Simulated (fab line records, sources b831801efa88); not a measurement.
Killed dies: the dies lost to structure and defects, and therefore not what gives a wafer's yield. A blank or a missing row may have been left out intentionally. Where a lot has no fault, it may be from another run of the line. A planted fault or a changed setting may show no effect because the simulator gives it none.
Which tool is to blame? / flow gf180mcu / 21 wafers from 7 lots sampled at 2 of the route's 602 steps

WHAT THE GAUGES SHOWED, per wafer
GF_HV_LDD_CD_MEAS_46: target cd 400 nm.
lot=L178; measured=day 12 15:11; on=cd_sem-02; cd_nm (nm)=399.0 400.6 399.7
lot=L181; measured=day 13 16:11; on=cd_sem-02; cd_nm (nm)=397.0 398.6 397.8
lot=L182; measured=day 14 02:04; on=cd_sem-02; cd_nm (nm)=397.6 400.7 400.5
lot=L186; measured=day 15 05:12; on=cd_sem-02; cd_nm (nm)=399.1 399.5 399.4
lot=L189; measured=day 16 08:13; on=cd_sem-02; cd_nm (nm)=398.9 400.4 397.9
lot=L195; measured=day 18 08:08; on=cd_sem-02; cd_nm (nm)=- - -
lot=L200; measured=day 19 21:47; on=cd_sem-02; cd_nm (nm)=400.1 397.8 397.1

TOOL THAT RAN EACH LOT (tool first, then ch and the chambers of the sampled wafers, then the start)
lot=L178; GF_HV_LDD_COAT_41=litho_track-02 ch 0, day 12 05:16
lot=L181; GF_HV_LDD_COAT_41=litho_track-04 ch 0, day 13 06:01
lot=L182; GF_HV_LDD_COAT_41=litho_track-03 ch 0, day 13 15:32
lot=L186; GF_HV_LDD_COAT_41=litho_track-04 ch 0, day 14 18:09
lot=L189; GF_HV_LDD_COAT_41=litho_track-04 ch 0, day 15 20:45
lot=L195; GF_HV_LDD_COAT_41=litho_track-02, day 17 20:02
lot=L200; GF_HV_LDD_COAT_41=litho_track-04 ch 0, day 19 09:46
- GF_HV_LDD_COAT_41: resist thk 1000 nm.

THE ANSWER, worked out from the rows above alone
Rule: the lots themselves supply what counts as usual. The widest of any qualifying gaps counts: lots, ordered by their means at a reading, are off when they make up no more than a third of the lots, leave a main group of 4 or more, and stand apart from it by 3 or more times the standard deviation of that group's means. A main group is skipped when, at the precision printed for the reading in the tables above, its means are all equal. A lot without any number at a reading at which 4 lots or more have one is off too. Where the step has rows for the other lots, those lots are counted as sound.
Off: L195 (GF_HV_LDD_CD_MEAS_46, cd_nm). Without a number there: L195. The main group has a mean of 399.0 nm with a standard deviation of 0.7.
A tool fits if, at a process step before that reading, it ran every lot that is off, and no sound lot after the first of them. The gauges at GF_HV_LDD_CD_MEAS_46 are tried like those tools. One fits: GF_HV_LDD_COAT_41 on litho_track-02. A fault onset in the window from L178 (day 12 05:16, its last sound lot) to L195 (day 17 20:02, its first lot off) fits.

WHAT THE SIMULATOR HAD INSERTED
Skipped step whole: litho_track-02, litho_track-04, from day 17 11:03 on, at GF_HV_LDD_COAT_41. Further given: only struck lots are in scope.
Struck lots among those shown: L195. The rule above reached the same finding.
